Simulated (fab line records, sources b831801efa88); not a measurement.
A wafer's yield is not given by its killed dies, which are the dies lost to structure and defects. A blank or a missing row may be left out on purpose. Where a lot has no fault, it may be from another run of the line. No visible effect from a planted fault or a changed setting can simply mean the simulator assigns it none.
The tool behind it: which one? :: flow sfq-line :: 11 lots, 32 wafers sampled, at 6 steps of a route of 325

== WHAT EACH GAUGE READ, for each wafer ==
SFQ_M8_RS_MEAS_949: a four-point-probe measurement.
lot: L723
measured: day 76 19:18
on: film-metro-03
M8_AU_RS (ohm/sq): 0.1561 0.1546 0.1546

lot: L724
measured: day 77 08:31
on: film-metro-04
M8_AU_RS (ohm/sq): 0.1555 0.1523 0.1540

lot: L725
measured: day 80 09:46
on: film-metro-04
M8_AU_RS (ohm/sq): 0.1529 0.1550 0.1548

lot: L726
measured: day 80 13:23
on: film-metro-03
M8_AU_RS (ohm/sq): 0.1569 0.1569 0.1573

lot: L727
measured: day 80 14:32
on: film-metro-02
M8_AU_RS (ohm/sq): 0.1531 0.1537 0.1511

lot: L732
measured: day 81 13:40
on: film-metro-02
M8_AU_RS (ohm/sq): 0.1519 0.1532

lot: L739
measured: day 83 08:02
on: film-metro-02
M8_AU_RS (ohm/sq): 0.1531 0.1523 0.1517

lot: L741
measured: day 89 11:04
on: film-metro-03
M8_AU_RS (ohm/sq): 0.1553 0.1563 0.1520

lot: L742
measured: day 90 01:39
on: film-metro-04
M8_AU_RS (ohm/sq): 0.1566 0.1543 0.1563

lot: L744
measured: day 92 21:00
on: film-metro-03
M8_AU_RS (ohm/sq): 0.1529 0.1566 0.1545

lot: L746
measured: day 93 03:45
on: film-metro-04
M8_AU_RS (ohm/sq): 0.1528 0.1538 0.1517

== EACH LOT AND THE TOOL THAT RAN IT (in order: tool; ch and the chambers of the sampled wafers; start) ==
lot: L723
SFQ_TRILAYER_I2_CMP_CMP_064: cmp-02 ch 0,1,2, day 36 14:23
SFQ_TRILAYER_I2_METRO_MEASURE_065: film-metro-04, day 36 17:00
SFQ_TRILAYER_I2_VIA_ETCH_VIA_ETCH_070: rie-diel-01 ch 1,2,3, day 42 15:16
SFQ_TRILAYER_M6_BARC_OPEN_METAL_ETCH_206: rie-metal-01 ch 0, day 66 11:50
SFQ_TRILAYER_I6_VIA_STRIP_STRIP_173: rie-metal-01 ch 0,1, day 67 05:59

lot: L724
SFQ_TRILAYER_I2_CMP_CMP_064: cmp-02 ch 0,2,3, day 36 16:53
SFQ_TRILAYER_I2_METRO_MEASURE_065: film-metro-04, day 36 20:12
SFQ_TRILAYER_I2_VIA_ETCH_VIA_ETCH_070: rie-diel-03 ch 1,2,3, day 42 21:16
SFQ_TRILAYER_M6_BARC_OPEN_METAL_ETCH_206: rie-metal-03 ch 0,1, day 66 22:38
SFQ_TRILAYER_I6_VIA_STRIP_STRIP_173: rie-metal-02 ch 0,1, day 68 21:37

lot: L725
SFQ_TRILAYER_I2_CMP_CMP_064: cmp-01 ch 0,3, day 36 18:05
SFQ_TRILAYER_I2_METRO_MEASURE_065: film-metro-02, day 36 21:24
SFQ_TRILAYER_I2_VIA_ETCH_VIA_ETCH_070: rie-diel-02 ch 0,3, day 42 22:28
SFQ_TRILAYER_M6_BARC_OPEN_METAL_ETCH_206: rie-metal-03 ch 0, day 71 08:31
SFQ_TRILAYER_I6_VIA_STRIP_STRIP_173: rie-metal-03 ch 0,1, day 71 16:19

lot: L726
SFQ_TRILAYER_I2_CMP_CMP_064: cmp-02 ch 1,3, day 37 04:58
SFQ_TRILAYER_I2_METRO_MEASURE_065: film-metro-04, day 37 07:59
SFQ_TRILAYER_I2_VIA_ETCH_VIA_ETCH_070: rie-diel-03 ch 1,3, day 43 09:16
SFQ_TRILAYER_M6_BARC_OPEN_METAL_ETCH_206: rie-metal-01 ch 0,1, day 71 10:56
SFQ_TRILAYER_I6_VIA_STRIP_STRIP_173: rie-metal-01 ch 0,1, day 71 19:31

lot: L727
SFQ_TRILAYER_I2_CMP_CMP_064: cmp-02 ch 0,1, day 37 15:13
SFQ_TRILAYER_I2_METRO_MEASURE_065: film-metro-03, day 37 18:20
SFQ_TRILAYER_I2_VIA_ETCH_VIA_ETCH_070: rie-diel-03 ch 0,2, day 43 23:47
SFQ_TRILAYER_M6_BARC_OPEN_METAL_ETCH_206: rie-metal-04 ch 0,1, day 71 12:07
SFQ_TRILAYER_I6_VIA_STRIP_STRIP_173: rie-metal-03 ch 0,1, day 71 20:31

lot: L732
SFQ_TRILAYER_I2_CMP_CMP_064: cmp-02 ch 0, day 39 18:01
SFQ_TRILAYER_I2_METRO_MEASURE_065: film-metro-04, day 39 21:02
SFQ_TRILAYER_I2_VIA_ETCH_VIA_ETCH_070: rie-diel-02 ch 1,3, day 46 02:16
SFQ_TRILAYER_M6_BARC_OPEN_METAL_ETCH_206: rie-metal-04 ch 0,1, day 72 19:31
SFQ_TRILAYER_I6_VIA_STRIP_STRIP_173: rie-metal-03 ch 0,1, day 77 11:43

lot: L739
SFQ_TRILAYER_I2_CMP_CMP_064: cmp-01 ch 1,2,3, day 40 10:25
SFQ_TRILAYER_I2_METRO_MEASURE_065: film-metro-04, day 40 12:56
SFQ_TRILAYER_I2_VIA_ETCH_VIA_ETCH_070: rie-diel-03 ch 0,2, day 46 14:16
SFQ_TRILAYER_M6_BARC_OPEN_METAL_ETCH_206: rie-metal-01 ch 0,1, day 81 06:28
SFQ_TRILAYER_I6_VIA_STRIP_STRIP_173: rie-metal-02 ch 0,1, day 82 16:29

lot: L741
SFQ_TRILAYER_I2_CMP_CMP_064: cmp-01 ch 0,1,3, day 40 12:25
SFQ_TRILAYER_I2_METRO_MEASURE_065: film-metro-03, day 40 15:32
SFQ_TRILAYER_I2_VIA_ETCH_VIA_ETCH_070: rie-diel-01 ch 0,2, day 46 21:41
SFQ_TRILAYER_M6_BARC_OPEN_METAL_ETCH_206: rie-metal-04 ch 0,1, day 85 00:53
SFQ_TRILAYER_I6_VIA_STRIP_STRIP_173: rie-metal-03 ch 0,1, day 88 08:22

lot: L742
SFQ_TRILAYER_I2_CMP_CMP_064: cmp-01 ch 0,1,3, day 40 15:55
SFQ_TRILAYER_I2_METRO_MEASURE_065: film-metro-02, day 40 18:32
SFQ_TRILAYER_I2_VIA_ETCH_VIA_ETCH_070: rie-diel-02 ch 0,1, day 47 00:05
SFQ_TRILAYER_M6_BARC_OPEN_METAL_ETCH_206: rie-metal-04 ch 0,1, day 85 17:41
SFQ_TRILAYER_I6_VIA_STRIP_STRIP_173: rie-metal-01 ch 1, day 89 05:17

lot: L744
SFQ_TRILAYER_I2_CMP_CMP_064: cmp-01 ch 0,1,3, day 40 18:25
SFQ_TRILAYER_I2_METRO_MEASURE_065: film-metro-04, day 40 21:44
SFQ_TRILAYER_I2_VIA_ETCH_VIA_ETCH_070: rie-diel-01 ch 0,1,3, day 47 02:29
SFQ_TRILAYER_M6_BARC_OPEN_METAL_ETCH_206: rie-metal-03 ch 0,1, day 85 22:37
SFQ_TRILAYER_I6_VIA_STRIP_STRIP_173: rie-metal-02 ch 0,1, day 89 12:29

lot: L746
SFQ_TRILAYER_I2_CMP_CMP_064: cmp-01 ch 0,2,3, day 41 01:55
SFQ_TRILAYER_I2_METRO_MEASURE_065: film-metro-02, day 41 03:44
SFQ_TRILAYER_I2_VIA_ETCH_VIA_ETCH_070: rie-diel-01 ch 0,1,3, day 47 08:29
SFQ_TRILAYER_M6_BARC_OPEN_METAL_ETCH_206: rie-metal-03 ch 0,1, day 86 05:49
SFQ_TRILAYER_I6_VIA_STRIP_STRIP_173: rie-metal-01 ch 0,1, day 89 18:53
- SFQ_TRILAYER_I2_CMP_CMP_064: polishes SiO2.
- SFQ_TRILAYER_I2_METRO_MEASURE_065
- SFQ_TRILAYER_I2_VIA_ETCH_VIA_ETCH_070: etches SiO2 in CHF3, stops on Nb, target depth 260 nm.
- SFQ_TRILAYER_M6_BARC_OPEN_METAL_ETCH_206: etches BARC in O2, target depth 125 nm, time 41.7 s.
- SFQ_TRILAYER_I6_VIA_STRIP_STRIP_173: strips in O2.

== WHAT THE TOOLS THEMSELVES READ (means of the sampled wafers that have a number; where no wafer has one, the mark that the record gives instead) ==
SFQ_TRILAYER_I2_CMP_CMP_064.
lot: L723
tool: cmp-02
motor-current-A (A): 10.7
time-to-endpoint-s (s): 224

lot: L724
tool: cmp-02
motor-current-A (A): 9.9
time-to-endpoint-s (s): 205

lot: L725
tool: cmp-01
motor-current-A (A): 9.9
time-to-endpoint-s (s): 214

lot: L726
tool: cmp-02
motor-current-A (A): 11.1
time-to-endpoint-s (s): 211

lot: L727
tool: cmp-02
motor-current-A (A): 11.3
time-to-endpoint-s (s): 214

lot: L732
tool: cmp-02
motor-current-A (A): 8.4
time-to-endpoint-s (s): 240

lot: L739
tool: cmp-01
motor-current-A (A): 10.0
time-to-endpoint-s (s): 214

lot: L741
tool: cmp-01
motor-current-A (A): 10.1
time-to-endpoint-s (s): 208

lot: L742
tool: cmp-01
motor-current-A (A): 10.2
time-to-endpoint-s (s): 218

lot: L744
tool: cmp-01
motor-current-A (A): 10.1
time-to-endpoint-s (s): 205

lot: L746
tool: cmp-01
motor-current-A (A): 10.1
time-to-endpoint-s (s): 217

SFQ_TRILAYER_I2_METRO_MEASURE_065.
lot: L723
tool: film-metro-04
thk-nm (nm): 199.5

lot: L724
tool: film-metro-04
thk-nm (nm): 199.8

lot: L725
tool: film-metro-02
thk-nm (nm): 200.1

lot: L726
tool: film-metro-04
thk-nm (nm): 200.0

lot: L727
tool: film-metro-03
thk-nm (nm): 199.9

lot: L732
tool: film-metro-04
thk-nm (nm): 175.0

lot: L739
tool: film-metro-04
thk-nm (nm): 199.5

lot: L741
tool: film-metro-03
thk-nm (nm): 199.3

lot: L742
tool: film-metro-02
thk-nm (nm): 200.0

lot: L744
tool: film-metro-04
thk-nm (nm): 199.9

lot: L746
tool: film-metro-02
thk-nm (nm): 200.5

SFQ_TRILAYER_I2_VIA_ETCH_VIA_ETCH_070.
lot: L723
tool: rie-diel-01
drypump-motor-current-A (A): 5.9
oes-product-au (a.u.): 0.857

lot: L724
tool: rie-diel-03
drypump-motor-current-A (A): 5.1
oes-product-au (a.u.): 0.850

lot: L725
tool: rie-diel-02
drypump-motor-current-A (A): 5.6
oes-product-au (a.u.): 0.851

lot: L726
tool: rie-diel-03
drypump-motor-current-A (A): 4.8
oes-product-au (a.u.): 0.854

lot: L727
tool: rie-diel-03
drypump-motor-current-A (A): 6.3
oes-product-au (a.u.): 0.857

lot: L732
tool: rie-diel-02
drypump-motor-current-A (A): 5.5
oes-product-au (a.u.): 0.796

lot: L739
tool: rie-diel-03
drypump-motor-current-A (A): 6.0
oes-product-au (a.u.): 0.853

lot: L741
tool: rie-diel-01
drypump-motor-current-A (A): 6.4
oes-product-au (a.u.): 0.846

lot: L742
tool: rie-diel-02
drypump-motor-current-A (A): 5.3
oes-product-au (a.u.): 0.854

lot: L744
tool: rie-diel-01
drypump-motor-current-A (A): 5.5
oes-product-au (a.u.): 0.857

lot: L746
tool: rie-diel-01
drypump-motor-current-A (A): 5.5
oes-product-au (a.u.): 0.856

SFQ_TRILAYER_M6_BARC_OPEN_METAL_ETCH_206.
lot: L723
tool: rie-metal-01
drypump-motor-current-A (A): 5.9
oes-product-au (a.u.): 0.686

lot: L724
tool: rie-metal-03
drypump-motor-current-A (A): 6.0
oes-product-au (a.u.): 0.686

lot: L725
tool: rie-metal-03
drypump-motor-current-A (A): 6.6
oes-product-au (a.u.): 0.683

lot: L726
tool: rie-metal-01
drypump-motor-current-A (A): 6.1
oes-product-au (a.u.): 0.686

lot: L727
tool: rie-metal-04
drypump-motor-current-A (A): 6.0
oes-product-au (a.u.): 0.686

lot: L732
tool: rie-metal-04
drypump-motor-current-A (A): 5.8
oes-product-au (a.u.): 0.689

lot: L739
tool: rie-metal-01
drypump-motor-current-A (A): 6.0
oes-product-au (a.u.): 0.684

lot: L741
tool: rie-metal-04
drypump-motor-current-A (A): 5.5
oes-product-au (a.u.): 0.684

lot: L742
tool: rie-metal-04
drypump-motor-current-A (A): 5.6
oes-product-au (a.u.): 0.684

lot: L744
tool: rie-metal-03
drypump-motor-current-A (A): 6.3
oes-product-au (a.u.): 0.687

lot: L746
tool: rie-metal-03
drypump-motor-current-A (A): 6.3
oes-product-au (a.u.): 0.690

SFQ_TRILAYER_I6_VIA_STRIP_STRIP_173.
lot: L723
tool: rie-metal-01
drypump-motor-current-A (A): 5.98
oes-product-au (a.u.): 1.003

lot: L724
tool: rie-metal-02
drypump-motor-current-A (A): 6.01
oes-product-au (a.u.): 1.013

lot: L725
tool: rie-metal-03
drypump-motor-current-A (A): 6.02
oes-product-au (a.u.): 0.990

lot: L726
tool: rie-metal-01
drypump-motor-current-A (A): 6.04
oes-product-au (a.u.): 1.001

lot: L727
tool: rie-metal-03
drypump-motor-current-A (A): 6.01
oes-product-au (a.u.): 0.995

lot: L732
tool: rie-metal-03
drypump-motor-current-A (A): 6.16
oes-product-au (a.u.): 1.006

lot: L739
tool: rie-metal-02
drypump-motor-current-A (A): 6.04
oes-product-au (a.u.): 1.012

lot: L741
tool: rie-metal-03
drypump-motor-current-A (A): 6.32
oes-product-au (a.u.): 0.989

lot: L742
tool: rie-metal-01
drypump-motor-current-A (A): 6.06
oes-product-au (a.u.): 0.995

lot: L744
tool: rie-metal-02
drypump-motor-current-A (A): 6.13
oes-product-au (a.u.): 1.020

lot: L746
tool: rie-metal-01
drypump-motor-current-A (A): 6.00
oes-product-au (a.u.): 1.002

== THE ANSWER, worked out from the rows above alone ==
Rule: the lots themselves supply what counts as usual. The widest of any qualifying gaps counts: lots, ordered by their means at a reading, are off when they make up no more than a third of the lots, leave a main group of 4 or more, and stand apart from it by 3 or more times the standard deviation of that group's means. If all means in a main group match to the digits the tables above print for the reading, that group is not used. A lot without any number at a reading at which 4 lots or more have one is off too. Any other lot the step has rows for is counted as sound. After the gauges, taken in route order, come the tools' own readings; for these a lot's mean is taken, as printed above. At the first step where some lot is off, the reading lying furthest off is the one used; lots without a number count as furthest.
Off at SFQ_TRILAYER_I2_CMP_CMP_064 (motor-current-A): L732. The main group has a mean of 10.3 A with a standard deviation of 0.48.
A tool fits if, at that step or a process step before it, it ran every lot that is off, and no sound lot after the first of them. One fits: SFQ_TRILAYER_I2_CMP_CMP_064 on cmp-02. Its last sound lot is L727 (day 37 15:13), its first lot that is off L732 (day 39 18:01): a fault that began between those two fits.

== WHAT THE SIMULATOR PUT IN ==
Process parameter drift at SFQ_TRILAYER_I2_CMP_CMP_064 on cmp-02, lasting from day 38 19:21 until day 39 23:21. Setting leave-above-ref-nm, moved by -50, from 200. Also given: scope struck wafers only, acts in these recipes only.
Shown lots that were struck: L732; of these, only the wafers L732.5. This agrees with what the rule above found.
